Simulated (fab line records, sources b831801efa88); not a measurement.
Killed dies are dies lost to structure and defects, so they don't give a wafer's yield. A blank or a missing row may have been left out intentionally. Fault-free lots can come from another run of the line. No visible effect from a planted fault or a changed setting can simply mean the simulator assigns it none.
Chamber matching | flow gf180mcu | GF_V2_CVD_02 on pecvd-04 has 3 sister chambers
The step deposits SiO2 from TEOS, target thk 850 nm, time 94.851 s. 6 wafers are shown with their chamber, then 9 later ones without.

== WAFERS PAIRED WITH THEIR CHAMBERS ==
wafer  | chamber | heater_power_w (W)
L085.4 | 0       | 670
L086.5 | 2       | 869
L086.6 | 1       | 626
L093.1 | 2       | 872
L093.2 | 0       | 706
L093.3 | 1       | 610

== WAFERS WITH NO CHAMBER GIVEN ==
wafer  | heater_power_w (W)
L093.4 | 728
L093.5 | 657
L093.6 | 565
L094.1 | 867
L094.2 | 586
L094.3 | 606
L097.3 | 693
L097.4 | 853
L097.5 | 543

== CHAMBER TAKEN BY EACH ==
wafer  | from the rows above     | in truth
L093.4 | 0                       | 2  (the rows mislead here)
L093.5 | can't be placed: 0 or 1 | 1
L093.6 | 1                       | 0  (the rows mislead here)
L094.1 | 2                       | 2
L094.2 | 1                       | 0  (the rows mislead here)
L094.3 | 1                       | 1
L097.3 | 0                       | 0
L097.4 | 2                       | 2
L097.5 | 1                       | 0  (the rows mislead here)
4 of 9 placed correctly. These rows do not allow placing 1 (true chamber among the candidates in 1). 4 placed wrongly.
How it was worked out, from the rows above alone: a wafer's distance from a chamber is the root of the sum, over the readings, of the square of ((its reading less the chamber's mean) divided by the reading's scatter). The wafer belongs to the nearest chamber; if the next one is less than 2 further off, it can't be placed. A chamber's mean is the mean of its shown wafers. The scatter: the root of (the sum of the squares of (reading less its chamber's mean) over the shown wafers, divided by (wafers less chambers)).
